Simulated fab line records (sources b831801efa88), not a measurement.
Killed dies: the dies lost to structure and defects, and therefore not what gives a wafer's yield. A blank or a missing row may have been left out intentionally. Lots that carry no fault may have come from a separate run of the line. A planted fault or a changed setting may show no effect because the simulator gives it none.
Matching of chambers || flow gf180mcu || pecvd-02 running GF_V4_CVD_02: 3 sister chambers
The step deposits SiO2 from TEOS, target thk 850 nm, time 94.851 s. 3 wafers are shown with their chamber, then 8 later ones without.

## EACH WAFER AND ITS CHAMBER
{"wafer": "L088.3", "chamber": 2, "heater-power-w (W)": 569}
{"wafer": "L088.5", "chamber": 0, "heater-power-w (W)": 578}
{"wafer": "L089.2", "chamber": 1, "heater-power-w (W)": 569}

## WAFERS WHOSE CHAMBER IS MISSING
{"wafer": "L089.5", "heater-power-w (W)": 640}
{"wafer": "L089.6", "heater-power-w (W)": 575}
{"wafer": "L095.1", "heater-power-w (W)": 698}
{"wafer": "L095.2", "heater-power-w (W)": 499}
{"wafer": "L095.3", "heater-power-w (W)": 552}
{"wafer": "L095.4", "heater-power-w (W)": 549}
{"wafer": "L095.5", "heater-power-w (W)": 576}
{"wafer": "L095.6", "heater-power-w (W)": 628}

## CHAMBER TAKEN BY EACH
{"wafer": "L089.5", "from the rows above": "can't be placed: 0 or 1 or 2", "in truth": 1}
{"wafer": "L089.6", "from the rows above": "can't be placed: 0 or 1 or 2", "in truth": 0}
{"wafer": "L095.1", "from the rows above": "can't be placed: 0 or 1 or 2", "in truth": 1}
{"wafer": "L095.2", "from the rows above": "can't be placed: 1 or 2 or 0", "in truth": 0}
{"wafer": "L095.3", "from the rows above": "can't be placed: 1 or 2 or 0", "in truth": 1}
{"wafer": "L095.4", "from the rows above": "can't be placed: 1 or 2 or 0", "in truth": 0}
{"wafer": "L095.5", "from the rows above": "can't be placed: 0 or 1 or 2", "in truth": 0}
{"wafer": "L095.6", "from the rows above": "can't be placed: 0 or 1 or 2", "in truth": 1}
Placed correctly: 0 of 8. Cannot be placed on the basis of these rows: 8; the candidates contain the true chamber in 8. Wrongly placed: 0.
How it was worked out, from the rows above alone: a wafer's distance from a chamber is the root of the sum, over the readings, of the square of ((its reading less the chamber's mean) divided by the reading's scatter). If the next closest chamber is less than 2 further off than the closest, the wafer can't be placed; otherwise it belongs to the closest. For every chamber, the mean is computed from those of its wafers that are shown. The scatter: with one shown wafer a chamber, the root of the mean of the squares of how far each hidden wafer lies from its nearest shown one.
